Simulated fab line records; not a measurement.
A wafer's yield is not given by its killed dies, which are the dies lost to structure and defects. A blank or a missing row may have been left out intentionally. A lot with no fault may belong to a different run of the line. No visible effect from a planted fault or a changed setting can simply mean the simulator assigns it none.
One fault seen from 2 desks :: flow sky130 :: each desk holds nothing but its own numbers, with what lay behind them at the end

METROLOGY DESK
Means of the sampled wafers that have a number, per lot and without regard to the tool the lot ran on: this is what the gauges read. Marked OUT: a lot whose mean sits more than 4 standard deviations from the usual mean, which makes it out of limits; the brackets give that distance.
Columns: A = cd_nm at SKY_VIA1_CD_MEAS_12, usual 150.3 nm
lot: L902
first seen here: day 34 01:56
A: 148.6

lot: L903
first seen here: day 34 05:26
A: 150.2

lot: L906
first seen here: day 35 10:55
A: 148.8

lot: L910
first seen here: day 36 16:49
A: 156.0

lot: L911
first seen here: day 36 20:52
A: 153.2

lot: L912
first seen here: day 37 14:38
A: 152.0

lot: L913
first seen here: day 38 04:07
A: 148.2

lot: L919
first seen here: day 39 15:08
A: 148.2

lot: L918
first seen here: day 39 15:49
A: 151.3

lot: L924
first seen here: day 41 01:35
A: 152.6
This desk's finding: nothing out of limits on any of the 10 lots.

AT THE TOOL OWNER'S DESK: krf_scanner-02
The tool's own readings at SKY_VIA1_EXPOSE_09 (exposes mask VIM, target cd 150 nm): means of the sampled wafers that have a number, for each lot that ran on this tool. Marked OUT: a lot whose mean sits more than 4 standard deviations from the usual mean, which makes it out of limits; the brackets give that distance.
Columns: A = exposure_dose_mJ_cm2 at SKY_VIA1_EXPOSE_09, usual 38.00
lot: L903
first seen here: day 33 16:25
A: 37.96

lot: L910
first seen here: day 36 04:34
A: 38.86 (+24) OUT

lot: L911
first seen here: day 36 08:19
A: 38.84 (+23) OUT
This desk's finding: out of limits on L910, L911; first on L910, day 36 04:34 (exposure_dose_mJ_cm2 at SKY_VIA1_EXPOSE_09). In limits: L903.

BROUGHT TOGETHER
At day 36 04:34, on L910, L911, the tool owner's desk was in a position to raise an alarm.
The metrology desk saw nothing out of limits.
The metrology desk holds a record of L910, L911, inside its limits.
Of the lots named, all ran SKY_VIA1_EXPOSE_09 on krf_scanner-02.

WHAT THE SIMULATOR HAD INSERTED
Process parameters drifting: krf_scanner-02 at SKY_VIA1_EXPOSE_09, beginning at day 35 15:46. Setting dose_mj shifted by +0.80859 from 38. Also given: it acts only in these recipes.
Struck lots among those shown: L910, L911.
Time in hours from fault onset to the first out-of-limits reading at each desk: the tool owner's desk, 13.
